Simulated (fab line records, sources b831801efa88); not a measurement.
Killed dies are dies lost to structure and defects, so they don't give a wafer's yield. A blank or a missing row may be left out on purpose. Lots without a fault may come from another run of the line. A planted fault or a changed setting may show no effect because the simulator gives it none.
fab line records | flow gf180mcu
record lots=5 wafers=15 last_day=34
route steps=602 shown TOP_METAL@569 PASSIVATION@587
lots that met no fault: from a run of the same line without faults
start_h: hours from the record's first day to the start of the lot's first wafer shown | wait_h: hours since the lot's step before | " the same as in the row above | L1.1+2: a row that stands for several wafers | - no value, or no start given | * or withheld: withheld | < > ~ a bound
route shown NAME@n: a module of which the file shows steps, and the number in the route of the first | usual: mean/standard deviation of fault-free wafers | same: alike in all rows | chamber/n: place in a boat | sites: the reading at each site | _std_site: their standard deviation | _edge_site: outer sites' mean less inner sites' | radius_mm: how far each site lies from the wafer's centre | mask NAME#n: copy n | behind: the tool/chamber that last shaped the wafer | hold: why the lot was held/for how many hours/how that ended | device: the transistor (n, p or np) that didn't switch | end of line: the same wafers' tests at the end of the route | a step without rows: its recipe alone | killed: dies lost to structure and defects at the first sort, not the wafer's yield | map: a wafer's dies, x killed, . not, _ none there
set.NAME: the setting as run; set.NAME@STEP: as run at that earlier step | model.NAME: the simulator's own value behind a step, which no gauge read
lots at some steps of the route; a table a step, a row a wafer
services: from which hour (start_h, from the record's first day; less than 0 if before it) a tool's chamber was out of use, for how many hours, and why
## steps
# step GF_TOP_METAL_SPUTTER_02
# recipe material=AlCu target_thk_nm=900 power_w=10600 chamber_pressure_pa=0.3 substrate_temp_c=250 gas=Ar time_s=47.82
# usual cathode_dc_power_W=10600/1.8 throttle_valve_pct=30.0/1.1
# same time_s=47.82
# columns lot.wafer tool chamber start_h wait_h cathode_dc_power_W throttle_valve_pct
L085.3 pvd_sputter-04 - 709.76 0.0 10599 29.8
L085.4 " - " " 10598 28.6
L085.5 " - " " 10601 29.7
L091.3 pvd_sputter-01 - 747.46 0.0 10599 30.4
L091.4 " - " " 10601 29.8
L091.6 " - " " 10602 30.1
L092.3 pvd_sputter-01 - 751.96 0.0 10600 29.3
L092.5 " - " " 10602 28.9
L092.6 " - " " 10599 30.8
L094.1 pvd_sputter-04 - 765.14 0.0 10600 31.5
L094.2 " - " " 10600 30.0
L094.6 " - " " 10598 29.3
L095.3 pvd_sputter-01 - 771.34 0.0 10601 29.0
L095.4 " - " " 10599 30.1
L095.5 " - " " 10601 30.9
# step GF_TOP_METAL_SPUTTER_03
# recipe material=Ti target_thk_nm=5 substrate_temp_c=300 chamber_pressure_pa=0.3 power_w=3000 time_s=3.3
# usual cathode_dc_power_W=3000.0/0.47 throttle_valve_pct=29.9/1
# same time_s=3.3
# columns lot.wafer tool chamber start_h wait_h cathode_dc_power_W throttle_valve_pct
L085.3 pvd_sputter-04 - 709.81 0.0 2999.8 29.8
L085.4 " - " " 3000.4 28.8
L085.5 " - " " 2999.4 29.9
L091.3 pvd_sputter-01 - 747.51 0.0 3000.8 30.6
L091.4 " - " " 3000.3 30.1
L091.6 " - " " 3000.0 29.9
L092.3 pvd_sputter-01 - 752.01 0.0 2999.6 29.2
L092.5 " - " " 3000.1 28.9
L092.6 " - " " 3000.6 30.7
L094.1 pvd_sputter-04 - 765.19 0.0 2999.6 32.0
L094.2 " - " " 2999.1 29.6
L094.6 " - " " 2999.7 29.3
L095.3 pvd_sputter-01 - 771.38 0.0 3000.1 29.1
L095.4 " - " " 2999.6 30.0
L095.5 " - " " 3000.1 30.5
# step GF_TOP_METAL_SPUTTER_04
# recipe material=TiN target_thk_nm=25 power_w=6500 time_s=20.8 chamber_pressure_pa=0.4
# usual cathode_dc_power_W=6500.1/1.1 throttle_valve_pct=29.9/1
# same time_s=20.8
# columns lot.wafer tool chamber start_h wait_h cathode_dc_power_W throttle_valve_pct
L085.3 pvd_sputter-04 - 709.82 0.0 6500.1 29.6
L085.4 " - " " 6500.6 28.7
L085.5 " - " " 6499.2 29.6
L091.3 pvd_sputter-01 - 747.53 0.0 6500.3 30.8
L091.4 " - " " 6499.8 30.0
L091.6 " - " " 6499.6 29.7
L092.3 pvd_sputter-01 - 752.03 0.0 6499.7 29.3
L092.5 " - " " 6500.5 29.4
L092.6 " - " " 6501.2 30.4
L094.1 pvd_sputter-04 - 765.21 0.0 6501.2 31.9
L094.2 " - " " 6501.8 30.1
L094.6 " - " " 6498.6 29.7
L095.3 pvd_sputter-01 - 771.40 0.0 6501.9 29.3
L095.4 " - " " 6499.6 30.1
L095.5 " - " " 6500.5 30.8
# step GF_TOP_METAL_RS_MEAS_05
# recipe thk_meas_gauge=four-point-probe reads=TiN_of_TOP_METAL_SPUTTER_04+Ti_of_TOP_METAL_SPUTTER_03+AlCu_of_TOP_METAL_SPUTTER_02+TiN_of_TOP_METAL_SPUTTER_01+Ti_of_TOP_METAL_SPUTTER_00
# usual TOP_METAL_ALCU_RS=0.0327/0.00035
# columns lot.wafer tool chamber start_h wait_h TOP_METAL_ALCU_RS[ohm/sq]
L085.3 film_metro-01 - 709.89 0.1 0.0323
L085.4 " - " " 0.0326
L085.5 " - " " 0.0323
L091.3 film_metro-04 - 747.59 0.1 0.0326
L091.4 " - " " 0.0326
L091.6 " - " " 0.0328
L092.3 film_metro-03 - 752.09 0.1 0.0326
L092.5 " - " " 0.0324
L092.6 " - " " 0.0324
L094.1 film_metro-01 - 765.23 0.0 0.0329
L094.2 " - " " 0.0329
L094.6 " - " " 0.0330
L095.3 film_metro-04 - 771.47 0.1 0.0323
L095.4 " - " " 0.0324
L095.5 " - " " 0.0323
# step GF_TOP_METAL_THK_MEAS_06
# recipe thk_meas_gauge=xrf reads=AlCu_of_TOP_METAL_SPUTTER_02
# usual TOP_METAL_ALCU_THK=888/9.6
# columns lot.wafer tool chamber start_h wait_h TOP_METAL_ALCU_THK[nm]
L085.3 film_metro-01 - 709.99 0.1 899
L085.4 " - " " 894
L085.5 " - " " 898
L091.3 film_metro-04 - 747.69 0.1 889
L091.4 " - " " 889
L091.6 " - " " 880
L092.3 film_metro-03 - 752.19 0.1 890
L092.5 " - " " 901
L092.6 " - " " 899
L094.1 film_metro-01 - 765.35 0.1 883
L094.2 " - " " 882
L094.6 " - " " 884
L095.3 film_metro-04 - 771.57 0.1 900
L095.4 " - " " 892
L095.5 " - " " 902
# step GF_TOP_METAL_DEHYDRATE_07
# recipe temp_c=200 time_s=60
# same time_s=60
# columns lot.wafer tool chamber start_h wait_h
L085.3+4+5 litho_track-03 0 718.89 8.9
L091.3+4+6 litho_track-02 0 756.08 8.4
L092.3+5+6 litho_track-02 0 759.73 7.5
L094.1+2+6 litho_track-02 0 772.68 7.3
L095.3+4+5 litho_track-01 0 778.65 7.1
# step GF_TOP_METAL_HMDS_08
# recipe prime_time_s=60 prime_temp_c=120
# same prime_time_s=60
# columns lot.wafer tool chamber start_h wait_h
L085.3+4+5 litho_track-03 0 719.04 0.1
L091.3+4+6 litho_track-02 0 756.23 0.1
L092.3+5+6 litho_track-02 0 759.88 0.1
L094.1+2+6 litho_track-02 0 772.83 0.1
L095.3+4+5 litho_track-01 0 778.80 0.1
# step GF_TOP_METAL_COAT_09
# recipe resist=NOVOLAK spin_rpm=3000 resist_thk_nm=1500
# columns lot.wafer tool chamber start_h wait_h
L085.3+4+5 litho_track-03 0 719.19 0.1
L091.3+4+6 litho_track-02 0 756.38 0.1
L092.3+5+6 litho_track-02 0 760.03 0.1
L094.1+2+6 litho_track-02 0 772.98 0.1
L095.3+4+5 litho_track-01 0 778.95 0.1
# step GF_TOP_METAL_SOFTBAKE_10
# recipe temp_c=90 time_s=60 resist=NOVOLAK
# same time_s=60
# columns lot.wafer tool chamber start_h wait_h
L085.3+4+5 litho_track-03 0 719.34 0.1
L091.3+4+6 litho_track-02 0 756.53 0.1
L092.3+5+6 litho_track-02 0 760.18 0.1
L094.1+2+6 litho_track-02 0 773.13 0.1
L095.3+4+5 litho_track-01 0 779.10 0.1
# step GF_TOP_METAL_EXPOSE_11
# recipe mask_id=MetalTop target_cd_nm=440 na=0.6 source_shape=conventional sigma_outer=0.6 dose_mj=170
# usual reticle_temp_C=23.00/0.1
# same sigma_outer=0.6
# columns lot.wafer tool chamber start_h wait_h mask reticle_temp_C
L085.3 iline_stepper-02 0 - - MetalTop#0 22.94
L085.4 " 0 " " MetalTop#0 23.00
L085.5 " 0 " " MetalTop#0 22.91
L091.3 iline_stepper-01 0 - - MetalTop#0 22.95
L091.4 " 0 " " MetalTop#0 22.86
L091.6 " 0 " " MetalTop#0 22.99
L092.3 iline_stepper-01 0 - - MetalTop#0 22.71
L092.5 " 0 " " MetalTop#0 22.85
L092.6 " 0 " " MetalTop#0 22.82
L094.1 iline_stepper-01 0 - - MetalTop#0 22.99
L094.2 " 0 " " MetalTop#0 22.95
L094.6 " 0 " " MetalTop#0 22.87
L095.3 iline_stepper-01 0 - - MetalTop#0 22.93
L095.4 " 0 " " MetalTop#0 22.98
L095.5 " 0 " " MetalTop#0 22.88
# step GF_TOP_METAL_PEB_12
# recipe temp_c=withheld time_s=* resist=NOVOLAK
# same time_s=*
# columns lot.wafer tool chamber start_h wait_h
L085.3+4+5 litho_track-03 0 - -
L091.3+4+6 litho_track-01 0 - -
L092.3+5+6 litho_track-02 0 - -
L094.1+2+6 litho_track-01 0 - -
L095.3+4+5 litho_track-03 0 - -
# step GF_TOP_METAL_DEVELOP_13
# recipe develop_time_s=60 dev_temp_c=23
# usual developer_temp_C=22.99/0.11
# same develop_time_s=60
# columns lot.wafer tool chamber start_h wait_h developer_temp_C
L085.3 litho_track-03 0 727.94 0.1 22.88
L085.4 " 0 " " 22.82
L085.5 " 0 " " 22.83
L091.3 litho_track-01 0 764.30 0.1 23.02
L091.4 " 0 " " 23.06
L091.6 " 0 " " 23.04
L092.3 litho_track-02 0 768.38 0.1 23.08
L092.5 " 0 " " 23.12
L092.6 " 0 " " 23.00
L094.1 litho_track-01 0 780.75 0.1 23.02
L094.2 " 0 " " 23.11
L094.6 " 0 " " 22.98
L095.3 litho_track-03 0 786.74 0.1 23.03
L095.4 " 0 " " 23.10
L095.5 " 0 " " 23.19
# step GF_TOP_METAL_CD_MEAS_14
# recipe target_cd_nm=440
# usual cd_nm=439.7/2.2
# columns lot.wafer tool chamber start_h wait_h cd_nm
L085.3 cd_sem-01 - 728.08 0.1 439.2
L085.4 " - " " 441.2
L085.5 " - " " 442.6
L091.3 cd_sem-01 - 764.44 0.1 443.8
L091.4 " - " " 443.6
L091.6 " - " " 442.3
L092.3 cd_sem-02 - 768.52 0.1 440.0
L092.5 " - " " 439.2
L092.6 " - " " 439.0
L094.1 cd_sem-02 - 780.90 0.1 436.5
L094.2 " - " " 436.7
L094.6 " - " " 436.6
L095.3 cd_sem-02 - 786.88 0.1 441.5
L095.4 " - " " 441.0
L095.5 " - " " 439.4
# step GF_TOP_METAL_OVL_MEAS_15
# usual TOP_METAL_OVL=-0.5/1.6
# columns lot.wafer tool chamber start_h wait_h TOP_METAL_OVL[nm]
L085.3 overlay-01 - 728.17 0.1 -2.7
L085.4 " - " " -3.0
L085.5 " - " " -2.9
L091.3 overlay-02 - 764.53 0.1 -3.1
L091.4 " - " " -2.2
L091.6 " - " " -2.7
L092.3 overlay-01 - 768.61 0.1 -0.9
L092.5 " - " " -1.2
L092.6 " - " " 0.5
L094.1 overlay-02 - 781.02 0.1 -1.4
L094.2 " - " " -1.2
L094.6 " - " " -2.5
L095.3 overlay-02 - 786.97 0.1 -1.6
L095.4 " - " " -2.6
L095.5 " - " " -1.7
# step GF_TOP_METAL_METAL_ETCH_16
# recipe chemistry=Cl2/BCl3 mask_material=NOVOLAK target_depth_nm=1197 stop_on=SiO2 pressure_mtorr=8 icp_w=800 bias_w=140 Cl2_flow_sccm=80 bcl3_flow_sccm=40 time_s=199.5
# usual bias_w=140.0/0.39 drypump_motor_current_A=5.83/0.3 he_backside_leak_sccm=3.35/0.2 oes_product_au=0.990/0.0069 throttle_valve_pct=28.228/0.0098
# same time_s=199.5
# columns lot.wafer tool chamber start_h wait_h bias_w drypump_motor_current_A he_backside_leak_sccm oes_product_au rf_hours_counter_h throttle_valve_pct
L085.3 rie_metal-01 0 728.26 0.1 140.5 6.11 3.15 0.996 - 28.220
L085.4 " 1 " " 140.1 6.10 3.54 0.982 - 28.230
L085.5 " 1 " " 139.6 6.08 3.58 0.988 - 28.223
L091.3 rie_metal-04 0 764.62 0.1 139.4 6.17 3.15 0.967 - 28.254
L091.4 " 1 " " 140.5 5.46 3.63 0.990 - 28.231
L091.6 " 0 " " 139.9 6.20 3.15 0.987 - 28.239
L092.3 rie_metal-03 1 768.70 0.1 140.0 5.48 3.22 0.991 - 28.224
L092.5 " 0 " " 139.4 5.64 3.24 0.989 - 28.217
L092.6 " 1 " " 140.2 5.54 3.30 0.991 - 28.220
L094.1 rie_metal-04 1 781.05 0.0 139.8 5.45 3.64 0.990 6 28.232
L094.2 " 0 " " 140.2 6.17 3.15 0.981 8 28.242
L094.6 " 0 " " 140.1 6.16 3.21 0.962 - 28.259
L095.3 rie_metal-03 1 787.06 0.1 140.2 5.49 3.20 0.993 - 28.222
L095.4 " 0 " " 140.2 5.65 3.40 0.987 - 28.216
L095.5 " 0 " " 140.2 5.64 3.59 0.988 - 28.219
# step GF_TOP_METAL_STRIP_17
# recipe chemistry=O2/N2 power_w=1400 pressure_mtorr=1500 platen_temp_c=250 o2_flow_sccm=3000 n2_flow_sccm=300 overash_fraction=0.5
# usual drypump_motor_current_A=5.8/0.49 heater_power_w=340/44 oes_product_au=0.710/0.0043 strip_time_to_endpoint_s=12.92/0.087
# columns lot.wafer tool chamber start_h wait_h drypump_motor_current_A heater_power_w oes_product_au rf_hours_counter_h strip_time_to_endpoint_s
L085.3 plasma_asher-03 0 728.42 0.1 6.5 381 0.710 - 12.92
L085.4 " 1 " " 5.5 311 0.705 - 12.88
L085.5 " 0 " " 6.5 382 0.704 - 12.93
L091.3 plasma_asher-02 0 764.78 0.1 6.4 399 0.706 - 13.09
L091.4 " 1 " " 5.6 340 0.705 - 13.00
L091.6 " 0 " " 6.4 394 0.707 - 13.05
L092.3 plasma_asher-03 1 768.86 0.1 5.4 315 0.717 - 12.86
L092.5 " 0 " " 6.5 390 0.709 - 12.79
L092.6 " 1 " " 5.4 319 0.711 - 12.90
L094.1 plasma_asher-02 1 781.25 0.1 5.6 338 0.705 39 12.99
L094.2 " 0 " " 6.4 399 0.713 39 13.10
L094.6 " 1 " " 5.6 344 0.712 - 13.16
L095.3 plasma_asher-03 0 787.22 0.1 6.5 385 0.711 - 12.87
L095.4 " 1 " " 5.4 319 0.707 - 12.95
L095.5 " 1 " " 5.5 319 0.707 - 12.96
# step GF_TOP_METAL_STRIP_18
# recipe chemistry=post_etch_residue_remover time_s=1200 temp_c=72.5
# usual temp_c=72.49/0.12
# same time_s=1200
# columns lot.wafer tool chamber start_h wait_h temp_c
L085.3 wet_bench-03 3 728.48 0.0 72.68
L085.4 " 3 " " 72.49
L085.5 " 3 " " 72.35
L091.3 wet_bench-01 1 764.85 0.0 72.40
L091.4 " 1 " " 72.49
L091.6 " 1 " " 72.43
L092.3 wet_bench-04 2 768.93 0.0 72.39
L092.5 " 2 " " 72.41
L092.6 " 2 " " 72.56
L094.1 wet_bench-01 2 781.35 0.1 72.32
L094.2 " 2 " " 72.34
L094.6 " 2 " " 72.56
L095.3 wet_bench-03 1 787.28 0.0 72.59
L095.4 " 1 " " 72.60
L095.5 " 1 " " 72.77
# step GF_TOP_METAL_CLEAN_19
# recipe chemistry=DIW dry=n2_spin
# columns lot.wafer tool chamber start_h wait_h
L085.3+4+5 wet_bench-01 1 728.86 0.0
L091.3+4+6 wet_bench-04 1 765.19 0.0
L092.3+5+6 wet_bench-01 2 769.30 0.0
L094.1+2+6 wet_bench-03 1 781.72 0.0
L095.3+4+5 wet_bench-04 2 787.63 0.0
# step GF_PASSIVATION_CVD_00
# recipe material=SiO2 target_thk_nm=1000 precursor=TEOS temp_c=400 time_s=111.95 rf_w=600
# usual heater_power_w=630/73
# same time_s=111.95
# columns lot.wafer tool chamber start_h wait_h heater_power_w
L085.3 pecvd-01 0 728.95 0.0 683
L085.4 " 1 " " 775
L085.5 " 2 " " 663
L091.3 pecvd-01 2 765.33 0.0 657
L091.4 " 0 " " 556
L091.6 " 0 " " 615
L092.3 pecvd-04 0 769.40 0.0 575
L092.5 " 0 " " 630
L092.6 " 1 " " 670
L094.1 pecvd-02 0 781.81 0.0 525
L094.2 " 1 " " 538
L094.6 " 2 " " 576
L095.3 pecvd-02 2 787.72 0.0 586
L095.4 " 0 " " 632
L095.5 " 2 " " 624
# step GF_PASSIVATION_THK_MEAS_01
# recipe reads=SiO2_of_PASSIVATION_CVD_00
# usual PASSIVATION_CVD_00_THK=1002/14
# columns lot.wafer tool chamber start_h wait_h PASSIVATION_CVD_00_THK[nm]
L085.3 film_metro-04 - 729.05 0.1 1007
L085.4 " - " " 1022
L085.5 " - " " 1025
L091.3 film_metro-02 - 765.43 0.1 989
L091.4 " - " " 1010
L091.6 " - " " 1011
L092.3 film_metro-02 - 769.50 0.1 964
L092.5 " - " " 1001
L092.6 " - " " 1004
L094.1 film_metro-04 - 781.89 0.0 999
L094.2 " - " " 997
L094.6 " - " " 1012
L095.3 film_metro-02 - 787.82 0.1 996
L095.4 " - " " 1009
L095.5 " - " " 1010
# step GF_PASSIVATION_CVD_02
# recipe material=Si3N4 target_thk_nm=700 time_s=486.18 temp_c=400 rf_w=450
# usual heater_power_w=688/79
# same time_s=486.18
# columns lot.wafer tool chamber start_h wait_h heater_power_w
L085.3 pecvd-04 0 729.09 0.0 573
L085.4 " 2 " " 769
L085.5 " 1 " " 606
L091.3 pecvd-04 2 765.47 0.0 801
L091.4 " 0 " " 673
L091.6 " 1 " " 607
L092.3 pecvd-02 0 769.54 0.0 693
L092.5 " 2 " " 622
L092.6 " 0 " " 557
L094.1 pecvd-04 1 781.95 0.1 711
L094.2 " 0 " " 596
L094.6 " 1 " " 612
L095.3 pecvd-01 1 787.86 0.0 890
L095.4 " 2 " " 706
L095.5 " 1 " " 740
# step GF_PASSIVATION_THK_MEAS_03
# recipe reads=Si3N4_of_PASSIVATION_CVD_02
# usual PASSIVATION_CVD_02_THK=703/7.2
# columns lot.wafer tool chamber start_h wait_h PASSIVATION_CVD_02_THK[nm]
L085.3 film_metro-02 - 729.40 0.2 693
L085.4 " - " " 696
L085.5 " - " " 704
L091.3 film_metro-02 - 765.77 0.2 706
L091.4 " - " " 709
L091.6 " - " " 714
L092.3 film_metro-04 - 769.85 0.2 698
L092.5 " - " " 719
L092.6 " - " " 716
L094.1 film_metro-03 - 782.38 0.3 694
L094.2 " - " " 706
L094.6 " - " " 702
L095.3 film_metro-04 - 788.16 0.2 697
L095.4 " - " " 720
L095.5 " - " " 708
# step GF_PASSIVATION_DEHYDRATE_04
# recipe temp_c=200 time_s=60
# same time_s=60
# columns lot.wafer tool chamber start_h wait_h
L085.3+4+5 litho_track-04 0 737.71 8.3
L091.3+4+6 litho_track-02 0 773.33 7.6
L092.3+5+6 litho_track-03 0 776.99 7.1
L094.1+2+6 litho_track-03 0 789.54 7.1
L095.3+4+5 litho_track-04 0 794.71 6.5
# step GF_PASSIVATION_HMDS_05
# recipe prime_time_s=60 prime_temp_c=120
# same prime_time_s=60
# columns lot.wafer tool chamber start_h wait_h
L085.3+4+5 litho_track-04 0 737.86 0.1
L091.3+4+6 litho_track-02 0 773.48 0.1
L092.3+5+6 litho_track-03 0 777.14 0.1
L094.1+2+6 litho_track-03 0 789.69 0.1
L095.3+4+5 litho_track-04 0 794.86 0.1
# step GF_PASSIVATION_COAT_06
# recipe spin_rpm=2000 resist_thk_nm=4000
# columns lot.wafer tool chamber start_h wait_h
L085.3+4+5 litho_track-04 0 738.01 0.1
L091.3+4+6 litho_track-02 0 773.63 0.1
L092.3+5+6 litho_track-03 0 777.29 0.1
L094.1+2+6 litho_track-03 0 789.84 0.1
L095.3+4+5 litho_track-04 0 795.01 0.1
# step GF_PASSIVATION_SOFTBAKE_07
# recipe temp_c=110 time_s=withheld
# columns lot.wafer tool chamber start_h wait_h
L085.3+4+5 litho_track-04 0 738.18 0.1
L091.3+4+6 litho_track-02 0 773.80 0.1
L092.3+5+6 litho_track-03 0 777.45 0.1
L094.1+2+6 litho_track-03 0 789.99 0.1
L095.3+4+5 litho_track-04 0 795.18 0.1
# step GF_PASSIVATION_EXPOSE_08
# recipe mask_id=Pad target_cd_nm=40000 na=0.57 dose_mj=310
# usual reticle_temp_C=22.97/0.098
# columns lot.wafer tool chamber start_h wait_h mask reticle_temp_C
L085.3 iline_stepper-02 0 - - Pad#0 22.79
L085.4 " 0 " " Pad#0 22.95
L085.5 " 0 " " Pad#0 22.81
L091.3 iline_stepper-02 0 - - Pad#0 23.06
L091.4 " 0 " " Pad#0 22.83
L091.6 " 0 " " Pad#0 22.94
L092.3 iline_stepper-02 0 - - Pad#0 23.01
L092.5 " 0 " " Pad#0 22.86
L092.6 " 0 " " Pad#0 22.97
L094.1 iline_stepper-02 0 - - Pad#0 22.98
L094.2 " 0 " " Pad#0 23.02
L094.6 " 0 " " Pad#0 22.86
L095.3 iline_stepper-02 0 - - Pad#0 22.82
L095.4 " 0 " " Pad#0 22.75
L095.5 " 0 " " Pad#0 22.96
# step GF_PASSIVATION_PEB_09
# recipe temp_c=115 time_s=withheld
# columns lot.wafer tool chamber start_h wait_h
L085.3+4+5 litho_track-04 0 - -
L091.3+4+6 litho_track-02 0 - -
L092.3+5+6 litho_track-04 0 - -
L094.1+2+6 litho_track-02 0 - -
L095.3+4+5 litho_track-03 0 - -
# step GF_PASSIVATION_DEVELOP_10
# recipe develop_time_s=60 dev_temp_c=23
# usual developer_temp_C=22.98/0.1
# same develop_time_s=60
# columns lot.wafer tool chamber start_h wait_h developer_temp_C
L085.3 litho_track-04 0 - - 22.90
L085.4 " 0 " " 22.77
L085.5 " 0 " " 22.86
L091.3 litho_track-02 0 - - 22.78
L091.4 " 0 " " 22.97
L091.6 " 0 " " 22.76
L092.3 litho_track-04 0 - - 23.12
L092.5 " 0 " " 22.92
L092.6 " 0 " " 22.97
L094.1 litho_track-02 0 - - 23.03
L094.2 " 0 " " 23.09
L094.6 " 0 " " 22.86
L095.3 litho_track-03 0 - - 23.08
L095.4 " 0 " " 22.98
L095.5 " 0 " " 23.04
# step GF_PASSIVATION_ETCH_11
# recipe chemistry=CF4/O2 target_depth_nm=2040 stop_on=TiN source_w=800 bias_w=150 pressure_mtorr=150 cf4_flow_sccm=80 O2_flow_sccm=10 time_s=453.3
# usual bias_w=150.0/0.44 cf4_flow_sccm=79.98/0.22 drypump_motor_current_A=5.7/0.52 oes_product_au=0.990/0.0063 throttle_valve_pct=5.969/0.0091
# same time_s=453.3
# columns lot.wafer tool chamber start_h wait_h bias_w cf4_flow_sccm drypump_motor_current_A oes_product_au rf_hours_counter_h throttle_valve_pct
L085.3 rie_diel-02 0 746.36 - 149.9 80.09 5.6 0.992 11 5.958
L085.4 " 3 " " 149.4 79.82 5.7 0.999 0 5.966
L085.5 " 3 " " 149.9 80.22 5.8 0.985 - 5.982
L091.3 rie_diel-03 3 781.28 - 150.2 80.03 5.3 0.993 12 5.975
L091.4 " 2 " " 151.2 79.97 4.9 0.989 6 5.970
L091.6 " 2 " " 150.1 79.65 4.9 0.995 - 5.946
L092.3 rie_diel-04 2 784.26 - 149.1 80.05 6.0 0.991 18 5.978
L092.5 " 2 " " 149.3 80.00 6.0 1.001 - 5.960
L092.6 " 3 " " 150.7 79.72 6.1 0.990 - 5.970
L094.1 rie_diel-02 0 797.38 - 150.8 80.16 5.6 0.998 14 5.988
L094.2 " 3 " " 149.7 79.80 5.8 0.990 3 5.975
L094.6 " 2 " " 149.9 80.19 6.7 0.988 - 5.949
L095.3 rie_diel-03 0 802.64 - 150.0 80.29 6.1 0.989 2 5.977
L095.4 " 2 " " 149.8 79.94 4.8 0.993 7 5.966
L095.5 " 3 " " 150.2 80.04 5.3 0.994 - 5.974
# step GF_PASSIVATION_STRIP_12
# recipe chemistry=O2/N2 power_w=1400 pressure_mtorr=1500 platen_temp_c=250 o2_flow_sccm=3000 n2_flow_sccm=300 overash_fraction=0.5
# usual drypump_motor_current_A=5.6/0.36 heater_power_w=340/35 oes_product_au=0.719/0.0047 strip_time_to_endpoint_s=32.99/0.26
# columns lot.wafer tool chamber start_h wait_h drypump_motor_current_A heater_power_w oes_product_au rf_hours_counter_h strip_time_to_endpoint_s
L085.3 plasma_asher-02 1 746.66 0.2 5.6 340 0.710 - 33.05
L085.4 " 0 " " 6.4 392 0.712 - 33.04
L085.5 " 0 " " 6.4 400 0.723 - 33.14
L091.3 plasma_asher-04 0 781.58 0.2 5.4 280 0.718 - 32.78
L091.4 " 1 " " 5.3 292 0.722 - 32.92
L091.6 " 0 " " 5.4 281 0.720 - 32.90
L092.3 plasma_asher-01 1 784.56 0.2 5.4 336 0.722 - 32.69
L092.5 " 0 " " 5.5 359 0.714 - 32.58
L092.6 " 1 " " 5.3 333 0.721 - 32.45
L094.1 plasma_asher-01 1 797.65 0.1 5.4 333 0.721 102 32.63
L094.2 " 0 " " 5.5 350 0.721 102 32.81
L094.6 " 0 " " 5.5 342 0.721 - 33.02
L095.3 plasma_asher-04 0 802.94 0.2 5.3 281 0.719 - 32.81
L095.4 " 1 " " 5.3 294 0.719 - 32.85
L095.5 " 1 " " 5.3 294 0.725 - 32.84
# step GF_PASSIVATION_ANNEAL_13
# recipe temp_c=400 time_s=1800 ambient=N2/H2 idle_temp_c=300 ramp_up_c_per_min=10 ramp_down_c_per_min=3
# usual ramp_up_c_per_min=9.9998/0.0019 zone_power_lower_pct=4.7/0.71
# same time_s=1800
# columns lot.wafer tool chamber start_h wait_h ramp_up_c_per_min zone_power_lower_pct
L085.3 furnace-02 0 746.73 0.0 10.001 5.6
L085.4 " 0 " " 10.000 5.6
L085.5 " 0 " " 9.9973 5.7
L091.3 furnace-02 0 781.65 0.0 10.001 5.5
L091.4 " 0 " " 10.000 5.6
L091.6 " 0 " " 10.002 5.6
L092.3 furnace-01 0 784.63 0.0 9.9978 4.1
L092.5 " 0 " " 9.9987 4.1
L092.6 " 0 " " 9.9997 4.1
L094.1 furnace-01 0 798.90 1.2 10.000 4.1
L094.2 " 0 " " 10.002 4.1
L094.6 " 0 " " 10.002 4.1
L095.3 furnace-01 0 803.01 0.0 9.9972 4.1
L095.4 " 0 " " 9.9958 4.2
L095.5 " 0 " " 10.000 4.1
# step GF_PASSIVATION_BOW_MEAS_14
# recipe mode=bow
# usual PASSIVATION_BOW=134/10
# columns lot.wafer tool chamber start_h wait_h PASSIVATION_BOW[um]
L085.3 film_metro-03 - 748.27 0.0 126
L085.4 " - " " 123
L085.5 " - " " 125
L091.3 film_metro-02 - 783.19 0.0 125
L091.4 " - " " 123
L091.6 " - " " 133
L092.3 film_metro-03 - 786.17 0.0 137
L092.5 " - " " 128
L092.6 " - " " 133
L094.1 film_metro-04 - 800.40 0.0 148
L094.2 " - " " 134
L094.6 " - " " 149
L095.3 film_metro-04 - 804.59 0.1 127
L095.4 " - " " 127
L095.5 " - " " 126
## services
# columns tool chamber start_h hours kind
furnace-01 - 687.22 15.1 pm
rie_diel-02 2 691.40 4.5 repair
rie_diel-02 3 700.92 6.5 repair
rie_diel-02 0 706.78 4.1 repair
wet_bench-01 - 709.84 6.9 repair
iline_stepper-01 - 722.01 29.2 repair
pecvd-04 1 722.31 4.9 repair
pvd_sputter-04 - 730.21 9.3 repair
plasma_asher-03 - 733.75 9.0 pm
pvd_sputter-04 - 736.36 1.3 repair
iline_stepper-01 - 736.93 8.5 repair
pecvd-04 2 743.67 18.2 repair
furnace-01 - 746.47 4.0 pm
iline_stepper-01 - 751.22 1.7 pm
pecvd-01 1 762.63 4.4 repair
furnace-01 - 773.80 2.8 pm
pecvd-01 - 774.10 2.8 pm
pecvd-04 2 774.53 8.0 repair
iline_stepper-01 - 785.22 3.9 repair
pecvd-02 0 792.02 6.1 repair
iline_stepper-02 - 792.85 1.7 pm
wet_bench-04 - 793.42 2.7 repair
pecvd-02 - 799.38 14.0 pm
plasma_asher-03 - 799.71 0.6 repair
## key
fault none
